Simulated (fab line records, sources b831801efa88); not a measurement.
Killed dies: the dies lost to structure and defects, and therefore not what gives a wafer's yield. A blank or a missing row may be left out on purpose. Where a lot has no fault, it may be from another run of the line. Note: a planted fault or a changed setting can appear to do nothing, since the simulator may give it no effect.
Problem report in the 8D (eight disciplines) form, filled by code    flow gf180mcu    the parts of the form that need people (team, actions taken, sign-off) are left out

## 1. WHAT IS WRONG
Across 3 wafers from 3 lots, V2_CVD_02_THK at GF_V2_THK_MEAS_03 averages 521 nm, while fault-free wafers read 847 nm with a standard deviation of 12. That is -27 standard deviations from the usual mean.
The first sign was on wafer L317.6 at day 24 00:25, on film_metro-02. The record holds 45 wafers of 15 lots with a number at this step. Rule for "out" (also "out of limits"): further than 4 standard deviations from the usual mean. The other wafers with a number count as sound.

## 2. WHAT IT IS AND WHAT IT IS NOT
question                     is                      is not
which readings at this step  V2_CVD_02_THK           -
which lots                   L317, L318, L319        L304, L305, L306, L308, L309, L310, L313, L314, L321, L322, L324, L327
which wafers of those lots   L317.6, L318.6, L319.5  L317.1, L317.2, L318.1, L318.4, L319.3, L319.4
read on which gauges         film_metro-02           film_metro-03, film_metro-04
when                         from day 24 00:25       up to then (26 sound wafers); but 16 sound wafers of L318, L319, L321, L322, L324, L327 came after

## 3. SUSPECTS, AND WHAT RULES EACH OUT
Counting: if a tool at a process step up to the reading ran every lot that is out, it stays a suspect. Sound lots after the first of them don't rule it out here, since some wafers of a struck lot are sound.
- ruled out: the gauge at GF_V2_THK_MEAS_03. All the wafers that are out were read on film_metro-02, but those of them that GF_V2_CMP_04 has rows for are out there too, on other tools.
- rtp_anneal-02 at GF_SALICIDE_RTA_06 (time 30 s): kept. It ran every lot that is out, first L317 (day 19 19:50); its last sound lot up to then is L314 (day 18 21:11).
- pecvd-03 at GF_V2_CVD_02 (deposits SiO2 from TEOS, target thk 850 nm, time 94.851 s): kept. It ran every lot that is out, first L317 (day 24 00:21); its last sound lot up to then is L310 (day 21 16:23).
The count leaves pecvd-03 at GF_V2_CVD_02 and rtp_anneal-02 at GF_SALICIDE_RTA_06.

## 4. THE CAUSE (what the simulator had put in)
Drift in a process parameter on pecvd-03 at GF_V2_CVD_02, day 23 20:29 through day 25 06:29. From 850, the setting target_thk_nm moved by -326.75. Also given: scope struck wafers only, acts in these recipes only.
Counting left 2 suspects, and this tool is among them.

## 5. SEQUENCE OF EFFECTS, ordered by route
One row per reading whose mean, taken over the struck wafers that have a number, lies over 3 standard deviations from the usual. Scope: only readings with a usual standard deviation given in the record; hours: median across lots of the time from each lot's start at the first step in this table that gives one to its start at this step; sigmas: change in usual standard deviations.
hours  step               reading             usual       on struck wafers  change  sigmas
0      GF_V2_THK_MEAS_03  V2_CVD_02_THK       847 nm      521               -326    -27
8      GF_V2_CMP_04       time_to_endpoint_s  80 s        41                -39     -6.1
-      GF_V2_ETCH_17      oes_product_au      0.856 a.u.  0.768             -0.088  -20
It contains these process steps:
- GF_V2_CMP_04: polishes SiO2.
- GF_V2_ETCH_17: etches SiO2 in C4F8/O2/Ar, stops on TiN, target depth 630 nm.
At these later measuring or inspecting steps, every struck wafer for which the step has a row has a number for every such reading, and none has moved that far: GF_M3_THK_MEAS_06.

## 6. HOW IT WOULD HAVE BEEN CAUGHT EARLIER
The first out-of-limits reading at a measuring or inspecting step in this record came at day 24 00:25, 4 hours after the fault's start at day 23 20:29.
Tool readings at GF_V2_CVD_02 with a usual standard deviation given in the record: none out on any struck wafer, hence no alarm at a limit of 4 standard deviations on them.
Among the 3 lots that are out, L318, L319 began GF_V2_CVD_02 on pecvd-03 after day 24 00:25. A hold on the tool at that time would have spared those 2.
